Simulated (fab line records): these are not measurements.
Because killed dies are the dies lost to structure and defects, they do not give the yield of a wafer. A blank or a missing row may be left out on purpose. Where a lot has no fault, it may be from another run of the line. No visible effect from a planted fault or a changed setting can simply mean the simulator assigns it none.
fab line records | flow sky130
record: lots: 6 wafers: 16 lastDay: 50
route steps=708 shown RES_XHIGH@339 SD_N@342 SD_P@359 PAD_OPEN@708
lots untouched by any fault: they come from a run of this same line in which no faults occurred
startH: start of the lot's first displayed wafer, in hours after the record's first day | waitH: time in hours since the lot's previous step | " identical to the entry in the row above | L1.1+2: one row covering several wafers at once | - no value, or no start was given | * or withheld: withheld | < > ~ a bound
route shown NAME@n: a module of which the file shows steps, and the number in the route of the first | usual: mean and standard deviation over wafers with no fault | same: alike in all rows | chamber/n: place in a boat | sites: readings site by site | _std_site: standard deviation across them | _edge_site: mean of outer sites minus mean of inner sites | radiusMm: for every site, how far away it sits from the centre of the wafer | mask NAME#n: copy n | behind: the most recent tool/chamber to have shaped the wafer | hold: what put the lot on hold/how long, in hours/how the hold closed | device: the transistor (n, p or np) that didn't switch | end of line: tests of these same wafers at the route's end | a step without rows: its recipe alone | killed: at the first sort, the dies lost to defects and structure; wafer yield is something else | map: per-die view of a wafer (x killed, . not killed, _ where there is no die)
set.NAME: the setting as run; set.NAME@STEP: as run at that earlier step | model.NAME: the simulator's own value behind a step, which no gauge read
lots at some steps of the route; a table a step, a row a wafer
services: from which hour (startH, from the record's first day; less than 0 if before it) a tool's chamber was out of use, for how many hours, and why
== steps ==
step: SKY_RES_XHIGH_IMPLANT_07
recipe: species: BF2 energyKev: 20 doseCm2: 3.6e+14 tiltDeg: 0
step: SKY_RES_XHIGH_STRIP_08
recipe: chemistry: O2/N2 powerW: 1400 pressureMtorr: 1500 platenTempC: withheld o2FlowSccm: 3000 n2FlowSccm: 300 overashFraction: 0.5
usual: drypumpMotorCurrentA: 5.7/0.51 oesProductAu: 0.711/0.0045 stripTimeToEndpointS: 14.27/0.047
columns lot.wafer tool chamber startH waitH drypumpMotorCurrentA oesProductAu rfHoursCounterH stripTimeToEndpointS
L525.2 plasmaAsher-04 1 627.21 0.1 6.2 0.704 54 14.25
L525.3 " 1 " " 6.2 0.713 - 14.21
L525.5 " 1 " " 6.2 0.709 - 14.21
L526.4 plasmaAsher-01 1 627.54 0.1 6.3 0.715 - 14.33
L526.5 " 0 " " 5.2 0.715 - 14.35
L526.6 " 1 " " 6.3 0.713 - 14.34
L532.1 plasmaAsher-01 0 691.48 0.1 5.1 0.707 83 14.32
L532.2 " 1 " " 6.3 0.715 83 14.32
L537.2 plasmaAsher-01 1 724.81 0.1 6.3 0.708 86 14.26
L537.5 " 1 " " 6.3 0.717 - 14.25
L545.2 plasmaAsher-04 0 785.76 0.1 4.9 0.710 70 14.30
L545.5 " 0 " " 4.9 0.715 - 14.26
L545.6 " 1 " " 6.2 0.711 - 14.29
L546.1 plasmaAsher-04 0 794.73 0.1 4.9 0.713 71 14.27
L546.5 " 0 " " 4.9 0.704 - 14.27
L546.6 " 1 " " 6.1 0.713 - 14.27
step: SKY_RES_XHIGH_TW_MEAS_09
usual: RES_XHIGH_TW: 1640/9.5
columns lot.wafer tool chamber startH waitH RES_XHIGH_TW
L525.2 filmMetro-02 - 627.32 0.1 1653
L525.3 " - " " 1651
L525.5 " - " " 1650
L526.4 filmMetro-01 - 627.64 0.1 1633
L526.5 " - " " 1637
L526.6 " - " " 1627
L532.1 filmMetro-02 - 691.58 0.1 1646
L532.2 " - " " 1636
L537.2 filmMetro-03 - 724.92 0.1 1654
L537.5 " - " " 1654
L545.2 filmMetro-01 - 785.87 0.1 1625
L545.5 " - " " 1633
L545.6 " - " " 1634
L546.1 filmMetro-01 - 794.83 0.1 1634
L546.5 " - " " 1638
L546.6 " - " " 1628
step: SKY_SD_N_DEHYDRATE_00
recipe: tempC: 200 timeS: 60
step: SKY_SD_N_HMDS_01
recipe: primeTimeS: 60 primeTempC: 120
step: SKY_SD_N_COAT_02
recipe: resist: NOVOLAK spinRpm: 3000 resistThkNm: 1140
step: SKY_SD_N_SOFTBAKE_03
recipe: tempC: 90 timeS: 60 resist: NOVOLAK
step: SKY_SD_N_EXPOSE_04
recipe: maskId: NSDM na: 0.6 sourceShape: conventional sigmaOuter: 0.6 polarization: unpolarized targetCdNm: 380 doseMj: 141
step: SKY_SD_N_PEB_05
recipe: tempC: withheld timeS: * resist: NOVOLAK
step: SKY_SD_N_DEVELOP_06
recipe: resist: NOVOLAK developer: TMAH developTimeS: 60 devTempC: 23
step: SKY_SD_N_CD_MEAS_07
recipe: targetCdNm: 380
usual: cdNm: 380.6/2.6
columns lot.wafer tool chamber startH waitH cdNm
L525.2 cdSem-02 - 656.15 0.1 382.0
L525.3 " - " " 380.5
L525.5 " - " " 379.6
L526.4 cdSem-01 - 656.49 0.1 377.5
L526.5 " - " " 378.1
L526.6 " - " " 377.3
L532.1 cdSem-02 - 718.90 0.1 381.5
L532.2 " - " " 382.9
L537.2 cdSem-02 - 751.37 0.1 378.7
L537.5 " - " " 380.0
L545.2 cdSem-02 - 812.50 0.1 379.9
L545.5 " - " " 382.2
L545.6 " - " " 379.9
L546.1 cdSem-01 - 822.23 0.1 382.8
L546.5 " - " " 381.0
L546.6 " - " " 384.2
step: SKY_SD_N_OVL_MEAS_08
usual: SD_N_OVL: -0.9/1.4
columns lot.wafer tool chamber startH waitH SD_N_OVL[nm]
L525.2 overlay-01 - 656.25 0.1 -0.4
L525.3 " - " " -1.3
L525.5 " - " " 1.0
L526.4 overlay-01 - 656.56 0.1 -2.4
L526.5 " - " " -1.4
L526.6 " - " " -1.3
L532.1 overlay-01 - 719.02 0.1 -1.6
L532.2 " - " " -0.9
L537.2 overlay-02 - 751.47 0.1 -0.5
L537.5 " - " " 0.6
L545.2 overlay-01 - 812.61 0.1 2.1
L545.5 " - " " 0.4
L545.6 " - " " 1.0
L546.1 overlay-02 - 822.35 0.1 -2.2
L546.5 " - " " -1.6
L546.6 " - " " -1.0
step: SKY_SD_N_IMPLANT_09
recipe: species: As energyKev: 50 doseCm2: 4e+15 tiltDeg: 0
usual: faradayCurrentUA: 12876/1000
same: implantIonAmu: 75
columns lot.wafer tool chamber startH waitH faradayCurrentUA
L525.2 implanter-01 0 656.31 0.0 11631
L525.3 " 0 " " 11396
L525.5 " 0 " " 11484
L526.4 implanter-03 0 656.66 0.1 13289
L526.5 " 0 " " 13059
L526.6 " 0 " " 12801
L532.1 implanter-03 0 719.05 0.0 15558
L532.2 " 0 " " 12670
L537.2 implanter-03 0 751.53 0.0 13070
L537.5 " 0 " " 15754
L545.2 implanter-01 0 812.66 0.0 11610
L545.5 " 0 " " 11722
L545.6 " 0 " " 11431
L546.1 implanter-02 0 822.38 0.0 14570
L546.5 " 0 " " 14031
L546.6 " 0 " " 14009
step: SKY_SD_N_IMPLANT_10
recipe: species: P energyKev: 20 doseCm2: 1e+14 tiltDeg: 0
step: SKY_SD_N_STRIP_11
recipe: chemistry: O2/N2 powerW: 1400 pressureMtorr: 1500 platenTempC: withheld o2FlowSccm: 3000 n2FlowSccm: 300 overashFraction: 0.5
usual: drypumpMotorCurrentA: 5.6/0.6 oesProductAu: 0.527/0.0044 stripTimeToEndpointS: 22.54/0.048
columns lot.wafer tool chamber startH waitH drypumpMotorCurrentA oesProductAu rfHoursCounterH stripTimeToEndpointS
L525.2 plasmaAsher-01 0 656.58 0.1 5.2 0.523 79 22.62
L525.3 " 0 " " 5.2 0.534 - 22.56
L525.5 " 1 " " 6.2 0.526 - 22.61
L526.4 plasmaAsher-03 0 656.91 0.1 4.8 0.522 - 22.54
L526.5 " 0 " " 4.8 0.531 - 22.56
L526.6 " 1 " " 5.8 0.521 - 22.57
L532.1 plasmaAsher-01 0 719.35 0.1 5.1 0.528 86 22.03
L532.2 " 1 " " 6.3 0.532 86 22.65
L537.2 plasmaAsher-01 0 751.80 0.1 5.2 0.528 89 22.53
L537.5 " 1 " " 6.3 0.536 - 21.88
L545.2 plasmaAsher-03 0 812.94 0.1 4.8 0.532 37 22.57
L545.5 " 1 " " 5.8 0.528 - 22.54
L545.6 " 0 " " 4.8 0.531 - 22.57
L546.1 plasmaAsher-04 0 822.68 0.1 4.8 0.527 74 22.58
L546.5 " 1 " " 6.2 0.530 - 22.61
L546.6 " 0 " " 4.9 0.527 - 22.57
step: SKY_SD_N_TW_MEAS_12
usual: SD_N_TW: 3986/27
columns lot.wafer tool chamber startH waitH SD_N_TW
L525.2 filmMetro-03 - 656.69 0.1 3968
L525.3 " - " " 3952
L525.5 " - " " 3971
L526.4 filmMetro-02 - 657.07 0.1 3981
L526.5 " - " " 3994
L526.6 " - " " 3988
L532.1 filmMetro-02 - 719.46 0.1 3941
L532.2 " - " " 3976
L537.2 filmMetro-02 - 751.91 0.1 3967
L537.5 " - " " 3946
L545.2 filmMetro-01 - 813.05 0.1 3953
L545.5 " - " " 3953
L545.6 " - " " 3973
L546.1 filmMetro-03 - 822.78 0.1 3987
L546.5 " - " " 3989
L546.6 " - " " 3995
step: SKY_SD_N_CLEAN_13
recipe: chemistry: SC1/SC2 mix: 1:4:20 tempC: 70 timeS: 150 dry: n2Spin
step: SKY_SD_N_RTA_14
recipe: tempC: 1075 timeS: 2 idleTempC: 650 rampUpCPerS: 150 rampDownCPerS: 90 ambient: N2
usual: lampPowerPct: 15.73/0.052 wafer_temp_C_max: 1078.4/1.4
columns lot.wafer tool chamber startH waitH lampPowerPct wafer_temp_C_max
L525.2 rtpAnneal-01 0 656.80 0.0 15.73 1079.5
L525.3 " 0 " " 15.77 1078.0
L525.5 " 0 " " 15.71 1076.1
L526.4 rtpAnneal-02 0 657.18 0.0 15.63 1078.3
L526.5 " 0 " " 15.78 1077.1
L526.6 " 0 " " 15.79 1078.7
L532.1 rtpAnneal-02 0 719.58 0.0 15.71 1077.7
L532.2 " 0 " " 15.75 1077.4
L537.2 rtpAnneal-02 0 752.03 0.0 15.71 1076.4
L537.5 " 0 " " 15.73 1078.4
L545.2 rtpAnneal-01 0 813.16 0.0 15.70 1077.8
L545.5 " 0 " " 15.71 1078.4
L545.6 " 0 " " 15.76 1078.5
L546.1 rtpAnneal-02 0 822.89 0.0 15.71 1079.8
L546.5 " 0 " " 15.81 1077.8
L546.6 " 0 " " 15.63 1076.1
step: SKY_SD_N_RS_MEAS_16
recipe: thkMeasGauge: four-point-probe
usual: SD_N_RS: 68.58/0.11
columns lot.wafer tool chamber startH waitH SD_N_RS[ohm/sq]
L525.2 filmMetro-01 - 656.98 0.1 68.47
L525.3 " - " " 68.57
L525.5 " - " " 68.46
L526.4 filmMetro-03 - 657.38 0.1 68.55
L526.5 " - " " 68.55
L526.6 " - " " 68.65
L532.1 filmMetro-03 - 719.75 0.1 70.13
L532.2 " - " " 68.70
L537.2 filmMetro-03 - 752.21 0.1 68.51
L537.5 " - " " 69.99
L545.2 filmMetro-02 - 813.34 0.1 68.72
L545.5 " - " " 68.47
L545.6 " - " " 68.59
L546.1 filmMetro-02 - 823.06 0.1 68.49
L546.5 " - " " 68.49
L546.6 " - " " 68.55
step: SKY_SD_N_RS_MEAS_17
recipe: thkMeasGauge: four-point-probe
usual: SD_P_RS: 147.2/0.37
columns lot.wafer tool chamber startH waitH SD_P_RS[ohm/sq]
L525.2 filmMetro-01 - 657.10 0.1 146.6
L525.3 " - " " 147.0
L525.5 " - " " 147.1
L526.4 filmMetro-03 - 657.50 0.1 147.3
L526.5 " - " " 147.0
L526.6 " - " " 147.0
L532.1 filmMetro-03 - 719.87 0.1 147.5
L532.2 " - " " 147.5
L537.2 filmMetro-03 - 752.33 0.1 147.1
L537.5 " - " " 146.9
L545.2 filmMetro-02 - 813.46 0.1 147.1
L545.5 " - " " 147.3
L545.6 " - " " 147.0
L546.1 filmMetro-02 - 823.18 0.1 146.3
L546.5 " - " " 146.3
L546.6 " - " " 146.8
step: SKY_PAD_OPEN_PROBE_99
usual: killed_at_M0_to_M3: 44/7.5 killed_at_M4_up: 2.9/1.8 killedAtContacts: 24/5.1 killedAtFrontEnd: 16/4.7 killedAtOther: 0.3/0.46 killedDies: 87/9.9 killedOpen: 47/8 killedShort: 39/6.3
same: grossDies: 492 killedAtBackSide: 0
columns lot.wafer tool chamber startH waitH killed_at_M0_to_M3 killed_at_M4_up killedAtContacts killedAtFrontEnd killedAtOther killedDies killedOpen killedShort model.etest.resNdiff.lineOhmUm model.etest.liconNdiff.rcOhm model.etest.resNdiffHv.rsOhmSq model.etest.resNdiff.rsOhmSq
L525.2 prober-01 - 1085.05 0.1 38 4 24 18 0 84 45 39 772.8 184.1 116.7 123.7
L525.3 prober-01 - 1085.10 0.2 37 3 28 15 0 83 46 36 786.5 188 117.2 122.8
L525.5 prober-01 - 1085.20 0.2 41 5 27 11 0 84 49 35 770.6 182.7 116.8 123.1
L526.4 prober-01 - 1085.65 0.2 49 2 30 20 0 101 49 52 751.4 182.6 112.5 118.6
L526.5 prober-01 - 1085.70 0.2 41 5 29 16 0 91 49 42 755.6 188.6 113.4 119.3
L526.6 prober-01 - 1085.75 0.2 45 1 25 16 1 88 47 41 748 184.4 111.9 118.7
L532.1 prober-01 - 1130.35 0.1 45 5 31 16 1 98 58 39 804.5 189.3 119.8 126.1
L532.2 prober-01 - 1130.40 0.1 36 2 20 20 1 79 34 44 807.5 183.9 115.7 121
L537.2 prober-02 - 1151.27 0.1 49 3 23 18 0 93 48 45 764.9 182.5 113.1 119.9
L537.5 prober-02 - 1151.42 0.2 55 6 33 15 1 110 52 58 811.5 193.3 118.9 123.9
L545.2 prober-02 - 1192.35 0.1 46 2 25 21 1 95 56 39 766.8 185.4 117.2 123.8
L545.5 prober-02 - 1192.50 0.2 56 2 19 9 0 86 51 35 772.5 180.2 116.9 123.6
L545.6 prober-02 - 1192.55 0.2 46 3 29 12 0 90 57 33 786.3 184.9 116.7 123
L546.1 prober-01 - 1196.67 0.1 32 1 26 11 0 70 39 31 767.9 193.8 116.7 122.8
L546.5 prober-01 - 1196.87 0.2 41 2 29 17 0 89 53 35 760.1 183.2 115.5 121.3
L546.6 prober-01 - 1196.92 0.2 43 6 28 15 1 93 48 44 777.3 185.8 115.8 123.2
killed by level:class
L525.2 CONTACT:geometricParticle:open=7 FIELD_ISO:geometricParticle:short=7 VIA1:geometricParticle:open=7 VIA2:geometricParticle:open=7 METAL2:geometricParticle:short=6 LI_CONTACT:geometricParticle:open=5 VIA3:geometricParticle:open=5 FIELD_ISO:geometricParticle:open=4
L525.3 VIA1:geometricParticle:open=10 LI_CONTACT:geometricParticle:open=9 METAL1:geometricParticle:short=6 CONTACT:geometricParticle:open=5 VIA2:geometricParticle:open=5 FIELD_ISO:geometricParticle:short=4 POLY_GATE:geometricParticle:open=4 LI_CONTACT:geometricParticle:short=4
L525.5 LI_CONTACT:geometricParticle:open=10 VIA1:geometricParticle:open=9 CONTACT:geometricParticle:open=6 VIA2:geometricParticle:open=5 CONTACT:geometricParticle:short=5 VIA3:geometricParticle:open=5 FIELD_ISO:geometricParticle:open=4 POLY_GATE:geometricParticle:open=4
L526.4 VIA1:geometricParticle:open=13 CONTACT:geometricParticle:open=10 METAL2:geometricParticle:short=8 LI_CONTACT:geometricParticle:open=7 CONTACT:geometricParticle:short=7 VIA2:geometricParticle:open=7 POLY_GATE:geometricParticle:short=5 FIELD_ISO:geometricParticle:short=5
L526.5 VIA1:geometricParticle:open=11 CONTACT:geometricParticle:open=9 CONTACT:geometricParticle:short=8 LI_CONTACT:geometricParticle:open=6 VIA2:geometricParticle:open=5 FIELD_ISO:geometricParticle:open=4 FIELD_ISO:geometricParticle:short=4 METAL4:geometricParticle:short=4
L526.6 LI_CONTACT:geometricParticle:open=10 CONTACT:geometricParticle:open=10 METAL1:geometricParticle:short=7 METAL3:geometricParticle:short=7 FIELD_ISO:geometricParticle:short=6 VIA1:geometricParticle:open=6 VIA2:geometricParticle:open=6 VIA3:geometricParticle:open=6
L532.1 CONTACT:geometricParticle:open=12 VIA3:geometricParticle:open=11 LI_CONTACT:geometricParticle:open=8 VIA2:geometricParticle:open=7 LOCAL_INTERCONNECT:geometricParticle:short=6 METAL2:geometricParticle:short=6 METAL1:geometricParticle:short=5 FIELD_ISO:geometricParticle:open=4
L532.2 CONTACT:geometricParticle:open=9 METAL2:geometricParticle:short=7 VIA1:geometricParticle:short=7 VIA2:geometricParticle:open=7 CONTACT:geometricParticle:short=6 FIELD_ISO:geometricParticle:open=4 VIA1:geometricParticle:open=4 VIA3:geometricParticle:short=4
L537.2 VIA3:geometricParticle:open=13 LI_CONTACT:geometricParticle:open=7 VIA1:geometricParticle:open=7 POLY_GATE:geometricParticle:open=5 LOCAL_INTERCONNECT:geometricParticle:short=5 CONTACT:geometricParticle:short=5 CONTACT:geometricParticle:open=5 VIA3:geometricParticle:short=5
L537.5 VIA1:geometricParticle:short=12 VIA3:geometricParticle:short=11 CONTACT:geometricParticle:open=10 VIA3:geometricParticle:open=9 LI_CONTACT:geometricParticle:open=8 VIA1:geometricParticle:open=7 FIELD_ISO:geometricParticle:open=6 CONTACT:geometricParticle:short=6
L545.2 CONTACT:geometricParticle:open=9 VIA1:geometricParticle:open=9 VIA3:geometricParticle:open=8 POLY_GATE:geometricParticle:short=7 LI_CONTACT:geometricParticle:open=6 METAL1:geometricParticle:short=6 FIELD_ISO:geometricParticle:open=5 METAL2:geometricParticle:short=5
L545.5 VIA1:geometricParticle:open=15 VIA2:geometricParticle:open=10 VIA3:geometricParticle:open=8 CONTACT:geometricParticle:open=7 LI_CONTACT:geometricParticle:open=6 METAL2:geometricParticle:short=5 VIA3:geometricParticle:short=5 CONTACT:geometricParticle:short=4
L545.6 VIA1:geometricParticle:open=18 CONTACT:geometricParticle:open=11 LI_CONTACT:geometricParticle:open=8 FIELD_ISO:geometricParticle:open=5 VIA3:geometricParticle:short=5 VIA1:geometricParticle:short=5 POLY_GATE:geometricParticle:short=4 LOCAL_INTERCONNECT:geometricParticle:short=4
L546.1 CONTACT:geometricParticle:open=9 VIA1:geometricParticle:open=7 VIA3:geometricParticle:short=6 LOCAL_INTERCONNECT:geometricParticle:short=5 VIA3:geometricParticle:open=5 LI_CONTACT:geometricParticle:short=4 LOCAL_INTERCONNECT:geometricParticle:open=4 FIELD_ISO:geometricParticle:short=3
L546.5 VIA1:geometricParticle:open=11 LI_CONTACT:geometricParticle:open=10 CONTACT:geometricParticle:open=6 VIA2:geometricParticle:open=6 LOCAL_INTERCONNECT:geometricParticle:short=5 METAL2:geometricParticle:short=5 VIA3:geometricParticle:open=5 FIELD_ISO:geometricParticle:short=4
L546.6 CONTACT:geometricParticle:open=10 VIA3:geometricParticle:open=10 VIA1:geometricParticle:open=9 LOCAL_INTERCONNECT:geometricParticle:short=7 FIELD_ISO:geometricParticle:short=5 METAL1:geometricParticle:short=5 VIA2:geometricParticle:short=5 METAL4:geometricParticle:short=4
== services ==
columns tool chamber startH hours kind
implanter-02 - 609.89 1.9 repair
implanter-02 - 617.78 1.8 repair
rtpAnneal-02 - 626.97 5.7 pm
implanter-01 - 660.33 6.0 pm
implanter-01 - 732.96 0.8 repair
plasmaAsher-01 - 768.38 1.8 repair
== key ==
firstSign: step: SKY_SD_N_IMPLANT_09 reading: faradayCurrentUA direction: up sigmas: 2.8 usual: 12876 struck: 15656
effect: step: SKY_SD_N_STRIP_11 reading: stripTimeToEndpointS direction: down sigmas: 12 usual: * struck: *
effect: step: SKY_SD_N_RS_MEAS_16 reading: SD_N_RS direction: up sigmas: 13 usual: 68.58 struck: 70.06
modelEffect: step: SKY_PAD_OPEN_PROBE_99 value: etest.resNdiff.lineOhmUm without: 776.5 struck: 808
metAt SKY_SD_N_IMPLANT_09
struckWafers L532.1,L537.5
testerLeftOut L532,L537
onsetBetween 656.66 719.05
fault: kind: processParameterDrift tool: implanter-03 chamber: - onsetH: 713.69 steps: SKY_SD_N_IMPLANT_09 channel: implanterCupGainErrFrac offset: 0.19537 shape: step endH: 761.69 scope: struckWafersOnly
testerLeftOut: of these lots the tester's yield and bins aren't shown, on N5 and GAA mostly nor the transistor test; their killed dies are dies lost to structure and defects alone, not to doping, threshold or leakage, so they don't give the yield
